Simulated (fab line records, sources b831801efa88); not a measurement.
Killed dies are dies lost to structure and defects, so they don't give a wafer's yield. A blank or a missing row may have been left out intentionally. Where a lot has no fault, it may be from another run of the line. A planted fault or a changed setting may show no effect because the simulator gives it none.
A struck lot beside a sound one || flow sky130 || 43 steps out of a route of 708
Sound: the wafers L185.1, L185.2, L185.6. Struck: wafers L194.1, L194.2, L194.3. The cause is given at the end.
At each step with rows: each side's tool, then ch and its chambers, then its first start. Under that, the readings that differ: sound wafers || struck wafers || difference of the means || sigmas: that difference in standard deviations of wafers without a fault.
alike: words and numbers the same on both sides, and readings whose means are apart by under 2 such deviations; not compared: readings that were withheld, readings missing a value for some wafer, numbers with overlapping values and no deviation given by the record, and bounds like >300 which may hide the same value.
Wherever a step has rows on one side only, a row that says differs or no value, or a row with sigmas, the two part there. Numbers that don't overlap but have no deviation are shown without sigmas and don't part them. A reading that every wafer of one side lacks parts them only if that side has two wafers or more.

first, 4 steps without rows for these wafers: SKY_LDD_HVP_SOFTBAKE_03 (time 60 s); SKY_LDD_HVP_EXPOSE_04 (exposes mask HVPTM, target cd 700 nm); SKY_LDD_HVP_PEB_05; SKY_LDD_HVP_DEVELOP_06 (develop time 60 s).
SKY_LDD_HVP_OVL_MEAS_07:
  sound on overlay-02, day 22 00:36; struck on overlay-02, day 25 08:48
  alike: LDD_HVP_OVL
then, 2 steps without rows for these wafers: SKY_LDD_HVP_IMPLANT_08; SKY_LDD_HVP_STRIP_09 (strips in O2/N2).
SKY_LDD_HVP_TW_MEAS_10:
  sound on filmMetro-04, day 22 00:53; struck on filmMetro-04, day 25 09:05
  alike: LDD_HVP_TW
then, 4 steps without rows for these wafers: SKY_LDD_LDN_DEHYDRATE_00 (time 60 s); SKY_LDD_LDN_HMDS_01 (prime time 60 s); SKY_LDD_LDN_COAT_02 (resist thk 1140 nm); SKY_LDD_LDN_SOFTBAKE_03 (time 60 s).
SKY_LDD_LDN_EXPOSE_04: exposes mask LDNTM, target cd 700 nm.
  sound on ilineStepper-01 ch 0, day 22 16:31; struck on ilineStepper-02 ch 0, day 25 23:41
{"reading": "mask", "sound": "LDNTM#0 LDNTM#0 LDNTM#0", "struck": "URPM#0 URPM#0 URPM#0", "difference": "differs", "sigmas": ""}
  alike: reticleTempC
then, 2 steps without rows for these wafers: SKY_LDD_LDN_PEB_05; SKY_LDD_LDN_DEVELOP_06 (develop time 60 s).
SKY_LDD_LDN_OVL_MEAS_07:
  sound on overlay-01, day 23 07:26; struck on overlay-02, day 26 14:11
{"reading": "LDD_LDN_OVL (nm)", "sound": "0.3 -1.6 2.1", "struck": "- - -", "difference": "no value on the struck wafers", "sigmas": ""}
then, 4 steps without rows for these wafers: SKY_LDD_LDN_IMPLANT_08; SKY_LDD_LDN_IMPLANT_09; SKY_LDD_LDN_IMPLANT_10; SKY_LDD_LDN_IMPLANT_11.
SKY_LDD_LDN_STRIP_12: strips in O2/N2.
  sound on plasmaAsher-02 ch 0,1, day 23 08:06; struck on plasmaAsher-02 ch 0,1, day 26 14:49
  alike: drypumpMotorCurrentA, oesProductAu, stripTimeToEndpointS
  not compared: rfHoursCounterH
SKY_LDD_LDN_TW_MEAS_13:
  sound on filmMetro-01, day 23 08:12; struck on filmMetro-03, day 26 14:55
{"reading": "LDD_LDN_TW", "sound": "1466 1469 1469", "struck": "30 31 31", "difference": -1437, "sigmas": -55}
then, 2 steps without rows for these wafers: SKY_LDD_LDN_CLEAN_14 (cleans in SC1/SC2, time 150 s); SKY_SPACER_CVD_00 (deposits Si3N4 from DCS/NH3, target thk 43.1 nm, time 740 s).
SKY_SPACER_THK_MEAS_01:
  sound on filmMetro-03, day 23 09:31; struck on filmMetro-03, day 26 17:11
{"reading": "SPACER_CVD_00_THK (nm)", "sound": "42.6 42.6 42.1", "struck": "43.6 43.6 43.3", "difference": "+1.1", "sigmas": "+2"}
SKY_SPACER_ETCHBACK_02: etches Si3N4 in CH3F/O2, stops on SiO2, time 46.7 s, target depth 45 nm.
  sound on rieDiel-03 ch 0,2,3, day 23 09:34; struck on rieDiel-02 ch 0,1,3, day 26 17:15
{"reading": "oesProductAu (a.u.)", "sound": "0.848 0.857 0.845", "struck": "0.866 0.865 0.865", "difference": "+0.015", "sigmas": "+2"}
  alike: O2_flow_sccm, drypumpMotorCurrentA, rfFwdPowerW, throttleValvePct
  not compared: rfHoursCounterH
then, 8 steps without rows for these wafers: SKY_POLY_CUT_DEHYDRATE_00 (time 60 s); SKY_POLY_CUT_HMDS_01 (prime time 60 s); SKY_POLY_CUT_COAT_02 (resist thk 60 nm); SKY_POLY_CUT_COAT_03 (resist thk 450 nm); SKY_POLY_CUT_SOFTBAKE_04 (time 90 s); SKY_POLY_CUT_EXPOSE_05 (exposes mask NPCM, target cd 270 nm); SKY_POLY_CUT_PEB_06; SKY_POLY_CUT_DEVELOP_07 (develop time 60 s).
SKY_POLY_CUT_CD_MEAS_08: target cd 270 nm.
  sound on cdSem-01, day 24 15:44; struck on cdSem-01, day 27 22:09
  alike: cdNm
SKY_POLY_CUT_OVL_MEAS_09:
  sound on overlay-01, day 24 15:51; struck on overlay-01, day 27 22:16
  alike: POLY_CUT_OVL
SKY_POLY_CUT_ETCH_10: etches BARC in N2/H2, stops on SiO2, time 45.9 s, target depth 60 nm.
  sound on rieDiel-03 ch 1,3, day 24 15:53; struck on rieDiel-01 ch 1,2,3, day 27 22:19
  alike: drypumpMotorCurrentA, oesProductAu, rfFwdPowerW, throttleValvePct
  not compared: rfHoursCounterH
SKY_POLY_CUT_ETCH_11: etches Si3N4 in CF4/CH2F2/Ar, stops on poly-Si, time 42.5 s, target depth 60 nm.
  sound on rieDiel-03 ch 1,3, day 24 15:56; struck on rieDiel-01 ch 1,2,3, day 27 22:21
  alike: ch2f2FlowSccm, drypumpMotorCurrentA, oesProductAu, rfFwdPowerW, throttleValvePct
  not compared: rfHoursCounterH
SKY_POLY_CUT_STRIP_12: strips in O2/N2.
  sound on plasmaAsher-03 ch 0,1, day 24 15:58; struck on plasmaAsher-04 ch 0,1, day 27 22:23
  alike: drypumpMotorCurrentA, oesProductAu, stripTimeToEndpointS
  not compared: rfHoursCounterH
then, 3 steps without rows for these wafers: SKY_SD_P_DEHYDRATE_00 (time 60 s); SKY_SD_P_HMDS_01 (prime time 60 s); SKY_SD_P_COAT_02 (resist thk 1140 nm).
-- the record jumps here: 2 days lie between the struck wafers' starts before and after (it left off in module SD_P and takes up again in module RES_XHIGH, whose first step shown is number 341 of the route) --
SKY_RES_XHIGH_TW_MEAS_09:
  sound on filmMetro-04, day 27 03:24; struck on filmMetro-01, day 30 06:48
{"reading": "RES_XHIGH_TW", "sound": "1625 1619 1630", "struck": "1903 1883 1898", "difference": "+270", "sigmas": "+22"}

## WHERE THEY PART
Earliest at SKY_LDD_LDN_EXPOSE_04; latest, in this record, at SKY_RES_XHIGH_TW_MEAS_09.

WHY: what had been put in by the simulator
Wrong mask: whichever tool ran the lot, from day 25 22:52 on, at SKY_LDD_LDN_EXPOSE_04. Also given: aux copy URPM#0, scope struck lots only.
